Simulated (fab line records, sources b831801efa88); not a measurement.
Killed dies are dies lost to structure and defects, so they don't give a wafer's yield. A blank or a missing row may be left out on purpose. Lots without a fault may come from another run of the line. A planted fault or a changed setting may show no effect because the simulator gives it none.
A struck lot beside a sound one | flow sky130 | 14 steps out of a route of 708
Sound: wafers L978.1, L978.2, L978.3. Struck: wafers L985.3, L985.5, L985.6. The cause comes at the end.
At each step with rows: each side's tool, then ch and its chambers, then its first start. Under that, the readings that differ: sound wafers | struck wafers | difference of the means | sigmas: that difference in standard deviations of wafers without a fault.
alike: readings whose means differ by less than 2 such deviations, and words and numbers that are the same on both sides. not compared: withheld readings, readings that some wafer has no value for, bounds like >300 that may hide the same value, and numbers for which the record gives no deviation and whose values overlap.
The two part at a step that has a row with sigmas, a row that says differs or no value, or rows on one side only. Numbers that don't overlap but have no deviation are shown without sigmas and don't part them. A reading that every wafer of one side lacks parts them only if that side has two wafers or more.

SKY_CAPM_OVL_MEAS_12:
  sound on overlay-02, day 40 13:19; struck on overlay-01, day 42 19:22
  alike: CAPM_OVL
SKY_CAPM_METAL_ETCH_13: etches TiN in Cl2/BCl3, stops on SiO2, target depth 220 nm, time 62.9 s.
  sound on rie_metal-04 ch 0,1, day 40 13:21; struck on rie_metal-04 ch 0,1, day 42 19:25
  alike: drypump_motor_current_A, he_backside_leak_sccm, oes_product_au, throttle_valve_pct
  not compared: rf_hours_counter_h
SKY_CAPM_STRIP_14: strips in O2/N2.
  sound on plasma_asher-02 ch 0,1, day 40 13:25; struck on plasma_asher-02 ch 0,1, day 42 19:31
  alike: drypump_motor_current_A, o2_flow_sccm, oes_product_au, strip_time_to_endpoint_s
  not compared: rf_hours_counter_h
then, 9 steps without rows for these wafers: SKY_CAPM_STRIP_15 (strips in post etch residue remover, time 1200 s); SKY_CAPM_CLEAN_16 (cleans in IPA, time 180 s); SKY_CAPM_CLEAN_17 (cleans in O3/DIW); SKY_METAL3_DEHYDRATE_05 (time 60 s); SKY_METAL3_HMDS_06 (prime time 60 s); SKY_METAL3_COAT_07 (resist thk 60 nm); SKY_METAL3_COAT_08 (resist thk 1140 nm); SKY_METAL3_SOFTBAKE_09 (time 90 s); SKY_METAL3_EXPOSE_10 (exposes mask MM3, target cd 300 nm).
SKY_METAL3_PEB_11:
  sound on litho_track-01 ch 0, day 41 14:00; struck on litho_track-01, day 43 19:00
  reading         | sound          | struck | difference                    | sigmas
  exhaust_pa (Pa) | 44.1 44.5 44.0 | - - -  | no value on the struck wafers |
  not compared: chill_plate_temp_C
then, 1 step without rows for these wafers: SKY_METAL3_DEVELOP_12 (develop time 60 s).

WHERE THEY PART
Only at SKY_METAL3_PEB_11, within this record.

WHY: what the simulator had put in
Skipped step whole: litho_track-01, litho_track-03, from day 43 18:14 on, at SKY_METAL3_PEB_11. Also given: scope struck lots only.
